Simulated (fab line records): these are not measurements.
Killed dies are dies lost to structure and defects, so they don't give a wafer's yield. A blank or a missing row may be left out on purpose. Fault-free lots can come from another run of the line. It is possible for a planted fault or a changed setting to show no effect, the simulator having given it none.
Which of the tools did it? + flow sky130 + 14 lots, 42 wafers sampled, at 4 steps of a route of 708

## WHAT EACH GAUGE READ, for each wafer
SKY_VIA2_OVL_MEAS_13.
| lot  | measured     | on         | VIA2_OVL (nm) |
|------|--------------|------------|---------------|
| L223 | day 35 19:10 | overlay-01 | 9 11 8        |
| L225 | day 36 19:27 | overlay-01 | 7 7 -1        |
| L226 | day 37 07:20 | overlay-01 | 10 7 10       |
| L227 | day 37 16:05 | overlay-02 | 16 9 4        |
| L228 | day 37 18:56 | overlay-02 | 13 8 1        |
| L229 | day 38 00:35 | overlay-01 | 11 12 9       |
| L230 | day 38 10:17 | overlay-01 | 2 9 2         |
| L231 | day 38 18:08 | overlay-02 | -2 7 9        |
| L232 | day 39 05:11 | overlay-02 | 0 7 6         |
| L233 | day 39 09:45 | overlay-01 | 3 13 6        |
| L239 | day 41 07:11 | overlay-01 | 11 13 16      |
| L241 | day 41 14:11 | overlay-01 | 13 12 7       |
| L242 | day 42 00:23 | overlay-01 | 7 0 8         |
| L243 | day 42 08:49 | overlay-01 | 11 7 15       |

SKY_CAPM_RS_MEAS_03: measurement is done with a four-point probe.
| lot  | measured     | on            | CAPM_TIN_RS (ohm/sq) |
|------|--------------|---------------|----------------------|
| L223 | day 35 20:55 | film metro-01 | 7.01 6.73 6.88       |
| L225 | day 36 21:20 | film metro-01 | 6.92 7.07 6.94       |
| L226 | day 37 09:11 | film metro-03 | 7.11 6.81 6.95       |
| L227 | day 37 17:53 | film metro-03 | 6.75 6.80 6.77       |
| L228 | day 37 20:41 | film metro-01 | 6.92 7.03 6.90       |
| L229 | day 38 02:22 | film metro-04 | 6.83 6.97 6.98       |
| L230 | day 38 12:04 | film metro-03 | 6.95 7.19 6.86       |
| L231 | day 38 19:53 | film metro-03 | 7.02 6.94 7.03       |
| L232 | day 39 06:58 | film metro-01 | 6.74 6.73 6.99       |
| L233 | day 39 11:31 | film metro-01 | 6.99 7.24 7.18       |
| L239 | day 41 08:56 | film metro-04 | 6.97 6.97 7.03       |
| L241 | day 41 16:20 | film metro-01 | 7.05 6.96 6.91       |
| L242 | day 42 02:10 | film metro-01 | 6.74 6.84 6.69       |
| L243 | day 42 10:34 | film metro-04 | 6.91 7.03 6.81       |

SKY_METAL3_CD_MEAS_13: the cd target is 300 nm.
| lot  | measured     | on        | cd nm (nm)        |
|------|--------------|-----------|-------------------|
| L223 | day 38 01:29 | cd sem-01 | 300.7 300.3 300.5 |
| L225 | day 39 00:48 | cd sem-02 | 300.5 300.6 302.8 |
| L226 | day 39 11:43 | cd sem-02 | 300.6 300.4 300.4 |
| L227 | day 39 19:35 | cd sem-02 | 300.9 300.1 300.7 |
| L228 | day 39 22:49 | cd sem-02 | 301.1 300.6 301.0 |
| L229 | day 40 04:55 | cd sem-01 | 299.0 299.7 298.1 |
| L230 | day 40 13:43 | cd sem-02 | 301.1 301.5 300.8 |
| L231 | day 40 21:04 | cd sem-01 | 300.0 301.0 300.3 |
| L232 | day 41 08:55 | cd sem-01 | 299.3 299.7 299.8 |
| L233 | day 41 12:17 | cd sem-02 | 301.5 301.3 301.8 |
| L239 | day 43 07:49 | cd sem-01 | 299.6 301.3 300.2 |
| L241 | day 43 14:43 | cd sem-02 | 301.6 300.3 300.4 |
| L242 | day 43 23:41 | cd sem-01 | 297.6 299.0 299.9 |
| L243 | day 44 08:31 | cd sem-01 | 301.2 302.2 300.7 |

## WHICH TOOL RAN EACH LOT (tool, then ch and the chambers of the sampled wafers, then the start)
| lot  | SKY_METAL3_DEVELOP_12             |
|------|-----------------------------------|
| L223 | litho track-01 ch 0, day 38 01:00 |
| L225 | litho track-02 ch 0, day 39 00:00 |
| L226 | litho track-04 ch 0, day 39 11:00 |
| L227 | litho track-04 ch 0, day 39 19:00 |
| L228 | litho track-01 ch 0, day 39 22:00 |
| L229 | litho track-01 ch 0, day 40 04:00 |
| L230 | litho track-02 ch 0, day 40 13:00 |
| L231 | litho track-04 ch 0, day 40 20:00 |
| L232 | litho track-02 ch 0, day 41 08:00 |
| L233 | litho track-02 ch 0, day 41 12:00 |
| L239 | litho track-02 ch 0, day 43 07:00 |
| L241 | litho track-02 ch 0, day 43 14:00 |
| L242 | litho track-02 ch 0, day 43 23:00 |
| L243 | litho track-01 ch 0, day 44 08:00 |
- SKY_METAL3_DEVELOP_12: develop time 60 s.

## AS READ BY THE TOOLS THEMSELVES (means over the sampled wafers that have a number; for cases with no such wafer, the mark the record gives instead)
SKY_METAL3_DEVELOP_12.
| lot  | tool           | developer temp C (C) |
|------|----------------|----------------------|
| L223 | litho track-01 | 20.90                |
| L225 | litho track-02 | 20.80                |
| L226 | litho track-04 | 21.02                |
| L227 | litho track-04 | 21.08                |
| L228 | litho track-01 | 20.98                |
| L229 | litho track-01 | 21.03                |
| L230 | litho track-02 | 20.90                |
| L231 | litho track-04 | 21.00                |
| L232 | litho track-02 | 21.09                |
| L233 | litho track-02 | 21.22                |
| L239 | litho track-02 | 21.65                |
| L241 | litho track-02 | 21.56                |
| L242 | litho track-02 | 21.66                |
| L243 | litho track-01 | 21.10                |

## THE ANSWER, worked out from the rows above alone
Rule: the lots themselves supply what counts as usual. Put in order of their means at a reading, lots are off if they are a third of the lots or fewer, leave a main group of 4 or more, and stand apart from it by a gap of 3 or more times the standard deviation of the main group's means; of several such gaps the widest counts. Not used: any main group whose means are identical at the precision the tables above print for the reading. A lot without any number at a reading at which 4 lots or more have one is off too. The other lots that the step has rows for count as sound. The gauges are gone through in route order, then the tools' own readings, and for those a lot's mean is taken as printed above. The first step at which some lot is off is used, and at that step the reading that is off furthest; a lot without a number counts as furthest.
Off at SKY_METAL3_DEVELOP_12 (developer temp C): L239, L241, L242. For the main group the mean is 21.01 C and the standard deviation 0.11.
If a tool, at that step or one of the process steps before it, ran each lot that is off and ran no sound lot following the first of them, it fits. One candidate fits, namely litho track-02 at SKY_METAL3_DEVELOP_12. A fault onset in the window from L233 (day 41 12:00, its last sound lot) to L239 (day 43 07:00, its first lot off) fits.
The tool's own readings at SKY_METAL3_DEVELOP_12 bear it out: on the lots that are off they differ by more than 5 times the standard deviation of the sound lots' means. developer temp C reads 21.62 C there against 21.01 C on the sound lots.

## WHAT WAS PUT IN BY THE SIMULATOR
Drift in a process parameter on litho track-02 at SKY_METAL3_DEVELOP_12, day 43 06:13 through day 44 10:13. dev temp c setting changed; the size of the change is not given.
Lots struck among those shown: L239, L241, L242. The rule given above showed the same thing.
